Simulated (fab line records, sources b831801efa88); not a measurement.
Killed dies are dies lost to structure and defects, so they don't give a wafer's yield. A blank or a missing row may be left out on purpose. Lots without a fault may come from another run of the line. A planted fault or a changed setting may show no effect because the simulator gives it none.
Chamber matching | flow gf180mcu | GF_STI_CMP_25 on cmp-01: 4 sister chambers
The step polishes, stops on Si3N4, t overpolish 33 s, target thk 524.6 nm. 27 wafers are shown with their chamber, then 12 later ones without.

WAFERS WITH THEIR CHAMBER
wafer  | chamber | motor_current_A (A) | overpolish_run_s (s) | time_to_endpoint_s (s)
L074.1 | 2       | 10.7                | 33.012               | 118
L074.2 | 0       | 12.7                | 33.008               | 119
L074.4 | 1       | 14.4                | 33.004               | 121
L075.1 | 1       | 13.7                | 33.023               | 118
L075.5 | 3       | 14.4                | 32.999               | 119
L075.6 | 2       | 11.0                | 32.999               | 116
L076.1 | 0       | 11.9                | 33.002               | 120
L076.3 | 1       | 13.6                | 32.997               | 118
L076.6 | 3       | 14.1                | 33.005               | 119
L078.1 | 2       | 11.3                | 32.985               | 120
L078.2 | 3       | 14.3                | 32.994               | 120
L078.3 | 0       | 12.3                | 32.981               | 119
L083.1 | 3       | 15.0                | 32.989               | 117
L083.5 | 2       | 11.6                | 32.988               | 118
L083.6 | 3       | 14.4                | 32.986               | 117
L085.1 | 0       | 12.6                | 32.991               | 123
L085.2 | 3       | 14.8                | 32.995               | 122
L085.6 | 0       | 12.6                | 33.019               | 122
L088.2 | 0       | 12.6                | 33.004               | 127
L088.4 | 3       | 14.6                | 32.983               | 123
L088.6 | 2       | 10.5                | 33.003               | 125
L089.2 | 2       | 11.3                | 33.000               | 118
L089.3 | 0       | 12.9                | 33.000               | 124
L089.4 | 3       | 14.4                | 33.008               | 127
L090.3 | 0       | 12.4                | 33.000               | 125
L090.4 | 1       | 13.6                | 33.001               | 124
L090.5 | 0       | 13.0                | 32.999               | 124

SIGNATURES (means of the wafers above)
reading            | chamber 0 | chamber 1 | chamber 2 | chamber 3 | scatter within a chamber
motor_current_A    | 12.556    | 13.825    | 11.067    | 14.500    | 0.345
overpolish_run_s   | 33.00044  | 33.00625  | 32.99783  | 32.99488  | 0.0101
time_to_endpoint_s | 122.56    | 120.25    | 119.17    | 120.50    | 3.06
Rule: a wafer's distance from a chamber is the root of the sum, over the readings, of the square of ((its reading less the chamber's mean) divided by the reading's scatter). The wafer belongs to the nearest chamber; if the next one is less than 2 further off, it can't be placed. The scatter: the root of (the sum of the squares of (reading less its chamber's mean) over the shown wafers, divided by (wafers less chambers)).

WAFERS WITHOUT THEIR CHAMBER
wafer  | motor_current_A (A) | overpolish_run_s (s) | time_to_endpoint_s (s)
L092.1 | 14.3                | 32.995               | 126
L092.2 | 11.5                | 32.999               | 118
L092.5 | 11.1                | 32.998               | 126
L093.2 | 13.2                | 32.984               | 122
L093.4 | 13.0                | 32.984               | 123
L093.6 | 12.9                | 32.993               | 120
L095.1 | 14.3                | 32.990               | 122
L095.3 | 13.5                | 32.998               | 125
L095.4 | 13.2                | 33.006               | 127
L096.1 | 10.5                | 32.994               | 119
L096.5 | 13.5                | 33.006               | 124
L096.6 | 12.5                | 32.990               | 129

WHICH CHAMBER EACH WENT THROUGH
wafer  | from the rows above          | in truth
L092.1 | can't be placed: 3 or 1      | 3
L092.2 | 2                            | 2
L092.5 | 2                            | 2
L093.2 | can't be placed: 0 or 1 or 3 | 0
L093.4 | can't be placed: 0 or 1      | 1
L093.6 | can't be placed: 0 or 1      | 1
L095.1 | can't be placed: 3 or 1      | 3
L095.3 | can't be placed: 1 or 0 or 3 | 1
L095.4 | can't be placed: 0 or 1      | 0
L096.1 | 2                            | 2
L096.5 | can't be placed: 1 or 0 or 3 | 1
L096.6 | 0                            | 0
Placed correctly: 4 of 12. Can't be placed from these rows: 8 (the true chamber is among the candidates in 8). Placed wrongly: 0.
